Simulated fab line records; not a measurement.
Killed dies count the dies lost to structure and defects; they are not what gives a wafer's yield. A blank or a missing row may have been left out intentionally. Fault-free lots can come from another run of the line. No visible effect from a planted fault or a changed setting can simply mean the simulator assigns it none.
The tool behind it: which one? + flow gf180mcu + 14 lots, 42 wafers sampled, at 2 steps of a route of 602

== WHAT THE GAUGES SHOWED, per wafer ==
GF_HV_LDD_TW_MEAS_11.
| lot  | measured     | on            | HV_LDD_TW      |
|------|--------------|---------------|----------------|
| L295 | day 10 00:35 | film_metro-01 | 2449 2448 2444 |
| L296 | day 10 05:08 | film_metro-01 | 2438 2444 2444 |
| L298 | day 10 23:29 | film_metro-03 | 2369 2385 2389 |
| L299 | day 11 06:29 | film_metro-01 | 2452 2455 2443 |
| L300 | day 11 16:02 | film_metro-03 | 2387 2405 2398 |
| L302 | day 12 10:11 | film_metro-03 | 2383 2381 2396 |
| L303 | day 12 21:44 | film_metro-03 | 2385 2395 2401 |
| L304 | day 13 03:58 | film_metro-03 | 2396 2388 2388 |
| L305 | day 13 14:48 | film_metro-03 | 2393 2394 2386 |
| L309 | day 14 17:53 | film_metro-03 | 2388 2392 2372 |
| L315 | day 16 02:14 | film_metro-01 | 2442 2466 2463 |
| L314 | day 16 03:17 | film_metro-04 | 2432 2449 2433 |
| L317 | day 16 15:51 | film_metro-04 | 2434 2433 2432 |
| L318 | day 17 01:48 | film_metro-03 | 2380 2378 2370 |

GF_HV_LDD_OVL_MEAS_32.
| lot  | measured     | on         | HV_LDD_02_OVL (nm) |
|------|--------------|------------|--------------------|
| L295 | day 11 11:22 | overlay-01 | -1.1 2.4 -2.4      |
| L296 | day 11 15:27 | overlay-02 | -0.2 -0.7 1.1      |
| L298 | day 12 11:20 | overlay-01 | -0.4 -0.5 0.2      |
| L299 | day 12 18:21 | overlay-01 | 2.0 1.3 0.4        |
| L300 | day 13 04:54 | overlay-01 | 1.4 0.3 -0.1       |
| L302 | day 14 00:06 | overlay-01 | 0.4 -1.5 -1.0      |
| L303 | day 14 11:59 | overlay-01 | -0.5 1.4 -0.8      |
| L304 | day 14 20:01 | overlay-01 | -1.6 0.7 0.5       |
| L305 | day 15 07:31 | overlay-02 | -2.5 1.1 -0.9      |
| L309 | day 16 14:17 | overlay-01 | -2.1 -0.8 -0.9     |
| L315 | day 18 00:12 | overlay-01 | -1.6 -1.8 -0.9     |
| L314 | day 18 01:50 | overlay-02 | -0.7 -1.3 -0.7     |
| L317 | day 18 13:45 | overlay-02 | 0.4 -1.2 0.0       |
| L318 | day 19 00:56 | overlay-01 | -2.2 -2.2 -1.7     |

== WHAT TOOL EACH LOT RAN ON (gives the tool, then ch and the chambers of the sampled wafers, and finally the start) ==
The record shows no process step preceding these readings.

== WHAT THE TOOLS THEMSELVES READ (means of the sampled wafers that have a number; where no wafer has one, the mark that the record gives instead) ==
The record holds no such reading with a usual standard deviation.

== THE ANSWER, worked out from the rows above alone ==
Rule: usual is defined by the lots themselves. Put in order of their means at a reading, lots are off if they are a third of the lots or fewer, leave a main group of 4 or more, and stand apart from it by a gap of 3 or more times the standard deviation of the main group's means; of several such gaps the widest counts. A main group whose means are all the same, to the digits that the tables above print for the reading, isn't used. Also off: a lot with no number at a reading for which 4 or more lots have one. Where the step has rows for the other lots, those lots are counted as sound. Order of review: gauges by route order, followed by the tools' own readings, for which a lot's mean as printed above is used. The first step at which some lot is off is used, and at that step the reading that is off furthest; a lot without a number counts as furthest.
Nothing can be told from this: no lot is off at any reading shown.

== WHAT THE SIMULATOR HAD PUT IN ==
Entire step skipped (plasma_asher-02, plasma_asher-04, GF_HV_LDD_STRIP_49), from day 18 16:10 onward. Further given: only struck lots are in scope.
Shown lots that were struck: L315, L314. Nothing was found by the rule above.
